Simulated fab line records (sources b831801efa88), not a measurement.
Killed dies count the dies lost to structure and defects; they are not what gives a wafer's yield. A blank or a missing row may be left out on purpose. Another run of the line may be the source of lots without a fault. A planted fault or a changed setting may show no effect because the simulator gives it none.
fab line records	flow sky130
[record] lots = 6	wafers = 18	lastDay = 49
route steps=708 shown VIA4@651 METAL5@661 PAD_OPEN@708
lots with no fault: from the same line, run without faults
startH: hours from the record's first day to the start of the lot's first wafer shown	waitH: hours since the lot's step before	" unchanged from the row above	L1.1+2: one row covering several wafers at once	- either no value or no given start	* or withheld: withheld	< > ~ a bound
route shown NAME@n: NAME is a module with steps in the file, n the number in the route of the first one	usual: mean and standard deviation over wafers with no fault	same: alike in all rows	chamber/n: place in a boat	sites: readings site by site	_std_site: how widely they spread, as a standard deviation	_edge_site: inner sites' mean taken away from outer sites' mean	radiusMm: how far each site lies from the wafer's centre	mask NAME#n: copy n	behind: the most recent tool/chamber to have shaped the wafer	hold: cause of the lot's hold/its duration in hours/its outcome	device: transistor that didn't switch, given as n, p or np	end of line: tests run on the same wafers once the route is complete	for a step that has no rows: nothing shown but its recipe	killed: the dies lost at the first sort to structure and to defects; this is not the yield of the wafer	map: a wafer's dies, marking killed ones x, the rest . and places with no die _
set.NAME: the setting as run; set.NAME@STEP: as run at that earlier step	model.NAME: the simulator's own value behind a step, which no gauge read
lots at selected steps of the route; one table per step, one row per wafer
services: a tool's chamber out of use, with start hour (startH, from the record's first day; less than 0 if before it), hours out, and reason
[[steps]]
[step SKY_VIA4_ETCH_12]
[recipe] target = SiO2	chemistry = C4F8/O2/Ar	stopOn = TiN	maskMaterial = NOVOLAK	sourceW = 1500	biasW = 1200	pressureMtorr = 40	c4f8FlowSccm = withheld	O2_flow_sccm = 6	Ar_flow_sccm = 300	timeS = withheld	targetDepthA = 5800
[usual] oesProductAu = 0.925/0.0047
lot.wafer	tool	chamber	startH	waitH	oesProductAu
L654.2	rieDiel-02	3	1020.63	0.0	0.924
L654.3	"	1	"	"	0.927
L654.6	"	3	"	"	0.925
L656.3	rieDiel-02	0	1038.63	0.0	0.921
L656.4	"	3	"	"	0.926
L656.5	"	1	"	"	0.915
L665.1	rieDiel-03	1	1098.09	0.0	0.926
L665.4	"	0	"	"	0.925
L665.6	"	2	"	"	0.924
L667.3	rieDiel-02	0	1107.49	0.0	0.927
L667.4	"	2	"	"	0.934
L667.6	"	2	"	"	0.924
L668.1	rieDiel-02	0	1110.44	0.0	0.927
L668.4	"	1	"	"	0.933
L668.5	"	2	"	"	0.927
L669.1	rieDiel-02	3	1117.83	0.0	0.923
L669.2	"	2	"	"	0.930
L669.5	"	1	"	"	0.924
[step SKY_VIA4_STRIP_13]
[recipe] chemistry = O2/N2	powerW = 1400	pressureMtorr = 1500	platenTempC = withheld	o2FlowSccm = 3000	n2FlowSccm = 300	overashFraction = 0.5
[step SKY_VIA4_STRIP_14]
[recipe] chemistry = postEtchResidueRemover	timeS = 1200	tempC = 72.5
[step SKY_VIA4_CLEAN_15]
[recipe] chemistry = IPA	timeS = 180	tempC = 25
[step SKY_VIA4_CLEAN_16]
[recipe] chemistry = O3/DIW	dry = n2Spin
[step SKY_VIA4_SPUTTER_17]
[recipe] material = TiN	targetThkNm = 20	chamberPressurePa = 5	powerW = 4000	timeS = 80
[usual] throttleValvePct = 29.6/0.95
lot.wafer	tool	chamber	startH	waitH	throttleValvePct
L654.2	pvdSputter-01	-	1021.34	0.0	30.6
L654.3	"	-	"	"	30.2
L654.6	"	-	"	"	30.3
L656.3	pvdSputter-01	-	1039.32	0.0	30.3
L656.4	"	-	"	"	30.7
L656.5	"	-	"	"	30.5
L665.1	pvdSputter-04	-	1099.00	0.0	29.5
L665.4	"	-	"	"	29.9
L665.6	"	-	"	"	29.6
L667.3	pvdSputter-01	-	1108.20	0.0	30.3
L667.4	"	-	"	"	30.7
L667.6	"	-	"	"	29.9
L668.1	pvdSputter-02	-	1111.25	0.0	28.7
L668.4	"	-	"	"	28.6
L668.5	"	-	"	"	28.4
L669.1	pvdSputter-01	-	1118.50	0.0	30.9
L669.2	"	-	"	"	30.3
L669.5	"	-	"	"	30.4
[step SKY_VIA4_CVD_18]
[recipe] material = W	targetThkNm = 505	timeS = 152.14	tempC = 400	pressureTorr = 40
[usual] chamberPressureTorr = 40.00/0.087	heaterPowerW = 873/100
lot.wafer	tool	chamber	startH	waitH	chamberPressureTorr	heaterPowerW
L654.2	cvdW-02	1	1021.40	0.0	40.01	796
L654.3	"	0	"	"	40.07	770
L654.6	"	1	"	"	39.87	803
L656.3	cvdW-02	1	1039.43	0.1	40.05	782
L656.4	"	0	"	"	40.04	816
L656.5	"	1	"	"	39.93	819
L665.1	cvdW-02	0	1099.06	0.0	39.97	815
L665.4	"	1	"	"	40.01	795
L665.6	"	0	"	"	40.02	788
L667.3	cvdW-01	1	1108.31	0.1	39.92	1069
L667.4	"	0	"	"	39.80	919
L667.6	"	1	"	"	40.01	1029
L668.1	cvdW-01	1	1111.31	0.0	40.04	1061
L668.4	"	0	"	"	39.95	930
L668.5	"	1	"	"	40.04	1051
L669.1	cvdW-02	0	1118.56	0.0	40.06	804
L669.2	"	1	"	"	39.95	813
L669.5	"	0	"	"	39.99	783
[step SKY_VIA4_RS_MEAS_19]
[recipe] thkMeasGauge = four-point-probe	reads = W_of_VIA4_CVD_18+TiN_of_VIA4_SPUTTER_17
[usual] VIA4_W_RS = 0.2267/0.0023
lot.wafer	tool	chamber	startH	waitH	VIA4_W_RS[ohm/sq]
L654.2	filmMetro-01	-	1021.57	0.1	0.2282
L654.3	"	-	"	"	0.2255
L654.6	"	-	"	"	0.2281
L656.3	filmMetro-02	-	1039.58	0.1	0.2279
L656.4	"	-	"	"	0.2254
L656.5	"	-	"	"	0.2302
L665.1	filmMetro-01	-	1099.21	0.1	0.2272
L665.4	"	-	"	"	0.2279
L665.6	"	-	"	"	0.2253
L667.3	filmMetro-01	-	1108.45	0.1	0.2269
L667.4	"	-	"	"	0.2289
L667.6	"	-	"	"	0.2280
L668.1	filmMetro-03	-	1111.46	0.1	0.2273
L668.4	"	-	"	"	0.2272
L668.5	"	-	"	"	0.2261
L669.1	filmMetro-01	-	1118.71	0.1	0.2244
L669.2	"	-	"	"	0.2287
L669.5	"	-	"	"	0.2256
[step SKY_VIA4_THK_MEAS_20]
[recipe] thkMeasGauge = xrf	reads = W_of_VIA4_CVD_18
[usual] VIA4_W_THK = 506/7.5
lot.wafer	tool	chamber	startH	waitH	VIA4_W_THK[nm]
L654.2	filmMetro-01	-	1021.68	0.1	506
L654.3	"	-	"	"	519
L654.6	"	-	"	"	507
L656.3	filmMetro-02	-	1039.68	0.1	500
L656.4	"	-	"	"	507
L656.5	"	-	"	"	500
L665.1	filmMetro-01	-	1099.33	0.1	512
L665.4	"	-	"	"	511
L665.6	"	-	"	"	518
L667.3	filmMetro-01	-	1108.55	0.1	511
L667.4	"	-	"	"	505
L667.6	"	-	"	"	508
L668.1	filmMetro-03	-	1111.58	0.1	503
L668.4	"	-	"	"	505
L668.5	"	-	"	"	509
L669.1	filmMetro-01	-	1118.83	0.1	517
L669.2	"	-	"	"	509
L669.5	"	-	"	"	511
[step SKY_VIA4_CMP_21]
[recipe] stopOn = SiO2	tOverpolishS = 25	downForcePsi = 3.5	platenRpm = 60	targetThkNm = 0	padVelocityMS = 0.94248
[step SKY_METAL5_SPUTTER_00]
[recipe] material = Ti	targetThkNm = 15	powerW = 3000	timeS = 10	chamberPressurePa = 0.4
[usual] throttleValvePct = 30.0/0.8
lot.wafer	tool	chamber	startH	waitH	throttleValvePct
L654.2	pvdSputter-04	-	1022.03	0.1	30.2
L654.3	"	-	"	"	29.4
L654.6	"	-	"	"	31.4
L656.3	pvdSputter-04	-	1040.02	0.2	29.4
L656.4	"	-	"	"	29.5
L656.5	"	-	"	"	29.8
L665.1	pvdSputter-03	-	1099.69	0.1	28.1
L665.4	"	-	"	"	29.5
L665.6	"	-	"	"	28.2
L667.3	pvdSputter-03	-	1108.89	0.2	29.9
L667.4	"	-	"	"	30.7
L667.6	"	-	"	"	29.4
L668.1	pvdSputter-01	-	1111.94	0.1	30.6
L668.4	"	-	"	"	30.1
L668.5	"	-	"	"	30.9
L669.1	pvdSputter-04	-	1119.19	0.2	29.6
L669.2	"	-	"	"	29.4
L669.5	"	-	"	"	29.7
[step SKY_METAL5_SPUTTER_01]
[recipe] material = TiN	targetThkNm = 20	powerW = 6500	timeS = 16.7	chamberPressurePa = 0.4
[usual] throttleValvePct = 30.0/0.81
lot.wafer	tool	chamber	startH	waitH	throttleValvePct
L654.2	pvdSputter-04	-	1022.05	0.0	30.4
L654.3	"	-	"	"	29.2
L654.6	"	-	"	"	31.3
L656.3	pvdSputter-04	-	1040.04	0.0	29.6
L656.4	"	-	"	"	29.6
L656.5	"	-	"	"	29.5
L665.1	pvdSputter-03	-	1099.72	0.0	27.9
L665.4	"	-	"	"	29.3
L665.6	"	-	"	"	27.9
L667.3	pvdSputter-03	-	1108.91	0.0	29.6
L667.4	"	-	"	"	31.0
L667.6	"	-	"	"	29.5
L668.1	pvdSputter-01	-	1111.96	0.0	30.5
L668.4	"	-	"	"	30.0
L668.5	"	-	"	"	30.4
L669.1	pvdSputter-04	-	1119.21	0.0	29.7
L669.2	"	-	"	"	29.5
L669.5	"	-	"	"	29.7
[step SKY_METAL5_SPUTTER_02]
[recipe] material = AlCu	targetThkNm = 1150	powerW = 10600	timeS = 61.2	chamberPressurePa = 0.4
[usual] throttleValvePct = 30.0/0.79
lot.wafer	tool	chamber	startH	waitH	throttleValvePct	model.AlCu_of_METAL5_SPUTTER_02.thkNm
L654.2	pvdSputter-04	-	1022.08	0.0	30.2	1206
L654.3	"	-	"	"	29.2	1158
L654.6	"	-	"	"	31.1	1152
L656.3	pvdSputter-04	-	1040.06	0.0	29.5	1162
L656.4	"	-	"	"	29.6	1162
L656.5	"	-	"	"	29.5	1209
L665.1	pvdSputter-03	-	1099.74	0.0	28.2	1179
L665.4	"	-	"	"	29.0	1172
L665.6	"	-	"	"	28.3	1168
L667.3	pvdSputter-03	-	1108.94	0.0	29.9	1148
L667.4	"	-	"	"	30.9	1142
L667.6	"	-	"	"	29.4	1150
L668.1	pvdSputter-01	-	1111.99	0.0	30.7	1154
L668.4	"	-	"	"	29.8	1151
L668.5	"	-	"	"	30.6	1159
L669.1	pvdSputter-04	-	1119.24	0.0	29.9	1174
L669.2	"	-	"	"	29.3	1170
L669.5	"	-	"	"	29.7	1176
[step SKY_METAL5_SPUTTER_03]
[recipe] material = Ti	targetThkNm = 5	powerW = 3000	timeS = 3.3	chamberPressurePa = 0.4
[step SKY_METAL5_SPUTTER_04]
[recipe] material = TiN	targetThkNm = 70	powerW = 6500	timeS = 58.3	chamberPressurePa = 0.4
[step SKY_METAL5_RS_MEAS_05]
[recipe] thkMeasGauge = four-point-probe	reads = TiN_of_METAL5_SPUTTER_04+Ti_of_METAL5_SPUTTER_03+AlCu_of_METAL5_SPUTTER_02+TiN_of_METAL5_SPUTTER_01+Ti_of_METAL5_SPUTTER_00
[usual] METAL5_ALCU_RS = 0.02699/0.00029
lot.wafer	tool	chamber	startH	waitH	METAL5_ALCU_RS[ohm/sq]
L654.2	filmMetro-01	-	1022.22	0.0	0.02581
L654.3	"	-	"	"	0.02686
L654.6	"	-	"	"	0.02693
L656.3	filmMetro-01	-	1040.22	0.1	0.02674
L656.4	"	-	"	"	0.02677
L656.5	"	-	"	"	0.02571
L665.1	filmMetro-01	-	1099.86	0.0	0.02642
L665.4	"	-	"	"	0.02654
L665.6	"	-	"	"	0.02665
L667.3	filmMetro-03	-	1109.09	0.1	0.02715
L667.4	"	-	"	"	0.02729
L667.6	"	-	"	"	0.02712
L668.1	filmMetro-03	-	1112.11	0.0	0.027
L668.4	"	-	"	"	0.02706
L668.5	"	-	"	"	0.02685
L669.1	filmMetro-01	-	1119.36	0.0	0.02646
L669.2	"	-	"	"	0.02661
L669.5	"	-	"	"	0.02647
[step SKY_METAL5_THK_MEAS_06]
[recipe] thkMeasGauge = xrf	reads = AlCu_of_METAL5_SPUTTER_02
[usual] METAL5_ALCU_THK = 1154/13
lot.wafer	tool	chamber	startH	waitH	METAL5_ALCU_THK[nm]
L654.2	filmMetro-01	-	1022.33	0.1	1196
L654.3	"	-	"	"	1153
L654.6	"	-	"	"	1152
L656.3	filmMetro-01	-	1040.32	0.1	1162
L656.4	"	-	"	"	1168
L656.5	"	-	"	"	1212
L665.1	filmMetro-01	-	1099.98	0.1	1170
L665.4	"	-	"	"	1163
L665.6	"	-	"	"	1166
L667.3	filmMetro-03	-	1109.19	0.1	1150
L667.4	"	-	"	"	1142
L667.6	"	-	"	"	1158
L668.1	filmMetro-03	-	1112.23	0.1	1161
L668.4	"	-	"	"	1149
L668.5	"	-	"	"	1156
L669.1	filmMetro-01	-	1119.48	0.1	1162
L669.2	"	-	"	"	1168
L669.5	"	-	"	"	1180
[step SKY_METAL5_DEHYDRATE_07]
[recipe] tempC = 200	timeS = 60
[step SKY_PAD_OPEN_PROBE_99]
[usual] defectLimitedYield = 82.3/1.9	killed_at_M0_to_M3 = 44/6.9	killed_at_M4_up = 3.3/2.1	killedAtContacts = 24/4.8	killedAtFrontEnd = 15/4.4	killedAtOther = 0.2/0.48	killedDies = 87/9.5	killedOpen = 48/6.5	killedShort = 39/6.3	sort_bin_3_pad_short = 0.9/0.48	sort_bin_5_function = 10.5/1.5	sort_bin_6_memory = 6.3/1.1	sortNPass = 405/9.5	sortYieldPct = 82.3/1.9
[same] grossDies = 492	killedAtBackSide = 0	sort_bin_4_leakage[%] = 0	sort_bin_8_speed[%] = 0
lot.wafer	tool	chamber	startH	waitH	defectLimitedYield[%]	killed_at_M0_to_M3	killed_at_M4_up	killedAtContacts	killedAtFrontEnd	killedAtOther	killedDies	killedOpen	killedShort	sort_bin_3_pad_short[%]	sort_bin_5_function[%]	sort_bin_6_memory[%]	sortNPass	sortYieldPct[%]	model.etest.met5.rsOhmSq	model.etest.met5.lineOhmUm
L654.2	prober-01	-	1089.45	0.1	81.9	40	5	36	8	0	89	47	42	1.0	11.0	6.1	403	81.9	0.0258	0.01604
L654.3	prober-01	-	1089.50	0.2	84.1	40	3	21	14	0	78	45	33	1.0	10.0	4.9	414	84.1	0.02676	0.01668
L654.6	prober-01	-	1089.65	0.2	81.5	49	2	27	13	0	91	47	44	0.8	11.4	6.3	401	81.5	0.02692	0.01685
L656.3	prober-01	-	1106.67	0.2	82.7	41	4	24	16	0	85	45	40	0.4	10.0	6.9	407	82.7	0.02702	0.01693
L656.4	prober-01	-	1106.72	0.2	81.1	48	0	31	14	0	93	51	42	0.8	12.6	5.5	399	81.1	0.02709	0.01703
L656.5	prober-01	-	1106.77	0.2	78.7	48	7	22	28	0	105	53	50	1.2	13.4	6.7	387	78.7	0.02584	0.01626
L665.1	prober-02	-	1161.16	0.1	82.3	52	2	23	10	0	87	49	38	0.8	11.4	5.5	405	82.3	0.02653	0.01661
L665.4	prober-02	-	1161.31	0.2	86.8	32	1	21	11	0	65	33	32	1.0	7.9	4.3	427	86.8	0.02686	0.01689
L665.6	prober-02	-	1161.41	0.2	83.1	39	4	23	17	0	83	43	40	0.4	11.8	4.7	409	83.1	0.02685	0.01673
L667.3	prober-02	-	1168.22	0.2	82.7	39	9	20	17	0	85	45	39	0.2	10.2	6.9	407	82.7	0.02689	0.01681
L667.4	prober-02	-	1168.27	0.2	79.3	45	8	28	21	0	102	50	52	0.6	14.6	5.5	390	79.3	0.02758	0.01729
L667.6	prober-02	-	1168.37	0.2	85.0	40	1	23	10	0	74	39	34	0.8	7.9	6.3	418	85.0	0.02717	0.01694
L668.1	prober-01	-	1170.30	0.1	79.5	46	2	33	20	0	101	59	40	1.0	12.6	6.9	391	79.5	0.0272	0.01711
L668.4	prober-01	-	1170.45	0.2	81.1	42	3	25	23	0	93	52	41	0.4	10.8	7.7	399	81.1	0.02719	0.01686
L668.5	prober-01	-	1170.50	0.2	81.9	45	1	21	21	1	89	44	44	0.6	10.4	7.1	403	81.9	0.027	0.01681
L669.1	prober-02	-	1176.52	0.1	79.7	45	6	29	18	2	100	53	44	1.6	13.0	5.7	392	79.7	0.02653	0.01663
L669.2	prober-02	-	1176.57	0.1	82.1	51	6	21	10	0	88	44	44	1.2	10.0	6.7	404	82.1	0.02678	0.0169
L669.5	prober-02	-	1176.72	0.2	82.9	37	3	22	22	0	84	46	38	1.0	9.6	6.5	408	82.9	0.0265	0.01675
// killed by level:class
L654.2 VIA1:geometricParticle:open=14 CONTACT:geometricParticle:open=11 LI_CONTACT:geometricParticle:open=8 CONTACT:geometricParticle:short=8 METAL1:geometricParticle:short=5 LI_CONTACT:geometricParticle:short=4 METAL2:geometricParticle:short=4 VIA3:geometricParticle:short=4
L654.3 VIA1:geometricParticle:open=8 CONTACT:geometricParticle:open=7 VIA3:geometricParticle:open=6 CONTACT:geometricParticle:short=6 POLY_GATE:geometricParticle:open=5 METAL1:geometricParticle:short=5 VIA2:geometricParticle:short=4 FIELD_ISO:geometricParticle:open=3
L654.6 LI_CONTACT:geometricParticle:open=9 METAL2:geometricParticle:short=9 VIA1:geometricParticle:open=8 CONTACT:geometricParticle:open=7 METAL1:geometricParticle:short=6 VIA2:geometricParticle:short=6 VIA1:geometricParticle:short=5 VIA3:geometricParticle:open=5
L656.3 VIA1:geometricParticle:open=14 CONTACT:geometricParticle:open=9 LI_CONTACT:geometricParticle:open=6 POLY_GATE:geometricParticle:short=5 VIA1:geometricParticle:short=5 VIA2:geometricParticle:open=5 VIA3:geometricParticle:open=5 LOCAL_INTERCONNECT:geometricParticle:short=4
L656.4 CONTACT:geometricParticle:open=13 VIA1:geometricParticle:open=12 METAL2:geometricParticle:short=9 LOCAL_INTERCONNECT:geometricParticle:short=8 VIA1:geometricParticle:short=7 VIA3:geometricParticle:open=6 POLY_GATE:geometricParticle:open=5 VIA2:geometricParticle:open=5
L656.5 VIA3:geometricParticle:open=11 CONTACT:geometricParticle:open=8 FIELD_ISO:geometricParticle:open=7 FIELD_ISO:geometricParticle:short=6 POLY_GATE:geometricParticle:short=6 VIA3:geometricParticle:short=6 POLY_GATE:geometricParticle:open=5 LI_CONTACT:geometricParticle:open=5
L665.1 VIA1:geometricParticle:open=11 VIA3:geometricParticle:open=10 CONTACT:geometricParticle:open=8 VIA2:geometricParticle:open=8 CONTACT:geometricParticle:short=7 VIA3:geometricParticle:short=6 VIA1:geometricParticle:short=5 LI_CONTACT:geometricParticle:open=4
L665.4 VIA2:geometricParticle:open=9 CONTACT:geometricParticle:open=8 CONTACT:geometricParticle:short=8 METAL1:geometricParticle:short=5 VIA3:geometricParticle:open=4 FIELD_ISO:geometricParticle:short=3 VIA1:geometricParticle:open=3 VIA2:geometricParticle:short=3
L665.6 METAL1:geometricParticle:short=9 FIELD_ISO:geometricParticle:open=7 VIA1:geometricParticle:open=7 LI_CONTACT:geometricParticle:open=6 CONTACT:geometricParticle:short=6 CONTACT:geometricParticle:open=6 METAL2:geometricParticle:short=6 VIA2:geometricParticle:open=5
L667.3 VIA1:geometricParticle:open=11 FIELD_ISO:geometricParticle:short=7 CONTACT:geometricParticle:open=7 FIELD_ISO:geometricParticle:open=6 VIA2:geometricParticle:open=6 METAL4:geometricParticle:short=6 VIA1:geometricParticle:short=5 VIA3:geometricParticle:open=5
L667.4 CONTACT:geometricParticle:open=12 VIA1:geometricParticle:open=9 VIA2:geometricParticle:short=8 LI_CONTACT:geometricParticle:short=7 POLY_GATE:geometricParticle:open=6 METAL4:geometricParticle:short=6 FIELD_ISO:geometricParticle:open=5 FIELD_ISO:geometricParticle:short=5
L667.6 CONTACT:geometricParticle:open=9 VIA1:geometricParticle:open=8 LOCAL_INTERCONNECT:geometricParticle:short=5 METAL1:geometricParticle:short=5 VIA1:geometricParticle:short=5 VIA2:geometricParticle:open=5 LI_CONTACT:geometricParticle:open=4 CONTACT:geometricParticle:short=3
L668.1 CONTACT:geometricParticle:open=15 VIA1:geometricParticle:open=12 FIELD_ISO:geometricParticle:open=6 VIA1:geometricParticle:short=6 LI_CONTACT:geometricParticle:open=6 VIA2:geometricParticle:open=6 VIA3:geometricParticle:short=6 VIA3:geometricParticle:open=6
L668.4 VIA2:geometricParticle:open=10 CONTACT:geometricParticle:open=9 FIELD_ISO:geometricParticle:open=8 FIELD_ISO:geometricParticle:short=8 LI_CONTACT:geometricParticle:open=7 VIA1:geometricParticle:open=7 CONTACT:geometricParticle:short=5 VIA1:geometricParticle:short=5
L668.5 METAL2:geometricParticle:short=9 METAL1:geometricParticle:short=7 VIA2:geometricParticle:open=7 FIELD_ISO:geometricParticle:short=6 POLY_GATE:geometricParticle:open=6 VIA1:geometricParticle:short=6 VIA1:geometricParticle:open=6 LI_CONTACT:geometricParticle:open=5
L669.1 VIA2:geometricParticle:open=13 LI_CONTACT:geometricParticle:open=8 LI_CONTACT:geometricParticle:short=7 CONTACT:geometricParticle:open=6 VIA1:geometricParticle:open=6 FIELD_ISO:geometricParticle:open=5 VIA3:geometricParticle:short=5 CONTACT:geometricParticle:short=5
L669.2 VIA2:geometricParticle:open=14 VIA1:geometricParticle:open=9 CONTACT:geometricParticle:short=7 METAL2:geometricParticle:short=7 VIA3:geometricParticle:open=6 METAL4:geometricParticle:short=6 CONTACT:geometricParticle:open=5 VIA2:geometricParticle:short=5
L669.5 VIA1:geometricParticle:open=11 CONTACT:geometricParticle:short=7 VIA2:geometricParticle:open=7 FIELD_ISO:geometricParticle:open=6 POLY_GATE:geometricParticle:short=6 LI_CONTACT:geometricParticle:open=5 CONTACT:geometricParticle:open=5 VIA3:geometricParticle:open=4
[[services]]
tool	chamber	startH	hours	kind
pvdSputter-01	-	1005.04	1.1	repair
cvdW-02	1	1007.21	4.3	repair
rieDiel-03	3	1022.17	11.0	repair
cvdW-02	-	1035.29	1.2	repair
pvdSputter-04	-	1042.56	3.5	repair
cvdW-01	-	1062.40	14.6	pm
rieDiel-02	0	1071.73	5.4	repair
pvdSputter-01	-	1114.84	2.6	repair
pvdSputter-03	-	1115.12	3.4	repair
[[key]]
[firstSign] step = SKY_METAL5_RS_MEAS_05	reading = METAL5_ALCU_RS	direction = down	sigmas = 4.2	usual = 0.02699	struck = 0.02576
[effect] step = SKY_METAL5_THK_MEAS_06	reading = METAL5_ALCU_THK	direction = up	sigmas = 4	usual = 1154	struck = 1204
[modelEffect] step = SKY_METAL5_SPUTTER_02	value = AlCu_of_METAL5_SPUTTER_02.thkNm	without = 1146	struck = 1208
[modelEffect] step = SKY_PAD_OPEN_PROBE_99	value = etest.met5.rsOhmSq	without = 0.02721	struck = 0.02582
metAt SKY_METAL5_SPUTTER_02
struckWafers L654.2,L656.5
[fault] kind = processParameterDrift	tool = pvdSputter-04	chamber = -	onsetH = 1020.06	steps = SKY_METAL5_SPUTTER_02	channel = targetThkNm	offset = 61.349	shape = step	endH = 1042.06	scope = struckWafersOnly	actsIn = theseRecipesOnly	stated = 1150
